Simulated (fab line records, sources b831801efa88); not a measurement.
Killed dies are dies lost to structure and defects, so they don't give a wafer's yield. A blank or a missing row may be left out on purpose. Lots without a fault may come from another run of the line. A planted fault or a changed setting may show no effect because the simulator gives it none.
Chamber matching | flow sky130 | SKY_VIA2_ETCH_14 on rie_diel-02: 4 sister chambers
The step etches BARC in N2/H2, stops on SiO2, time 45.9 s, target depth 60 nm. 4 wafers are shown with their chamber, then 7 later ones without.

WAFERS WITH THEIR CHAMBER
wafer  | chamber | drypump_motor_current_A (A)
L688.2 | 1       | 5.0
L691.1 | 3       | 6.6
L693.1 | 2       | 5.9
L693.2 | 0       | 5.5

WAFERS WITHOUT THEIR CHAMBER
wafer  | drypump_motor_current_A (A)
L693.6 | 5.9
L689.3 | 6.5
L689.4 | 5.5
L689.5 | 5.9
L694.2 | 5.5
L694.3 | 6.6
L694.5 | 5.5

WHICH CHAMBER EACH WENT THROUGH
wafer  | from the rows above | in truth
L693.6 | 2                   | 2
L689.3 | 3                   | 3
L689.4 | 0                   | 0
L689.5 | 2                   | 2
L694.2 | 0                   | 0
L694.3 | 3                   | 3
L694.5 | 0                   | 0
Placed correctly: 7 of 7. Can't be placed from these rows: 0. Placed wrongly: 0.
How it was worked out, from the rows above alone: a wafer's distance from a chamber is the root of the sum, over the readings, of the square of ((its reading less the chamber's mean) divided by the reading's scatter). The wafer belongs to the nearest chamber; if the next one is less than 2 further off, it can't be placed. A chamber's mean is the mean of its shown wafers. The scatter: with one shown wafer a chamber, the root of the mean of the squares of how far each hidden wafer lies from its nearest shown one.
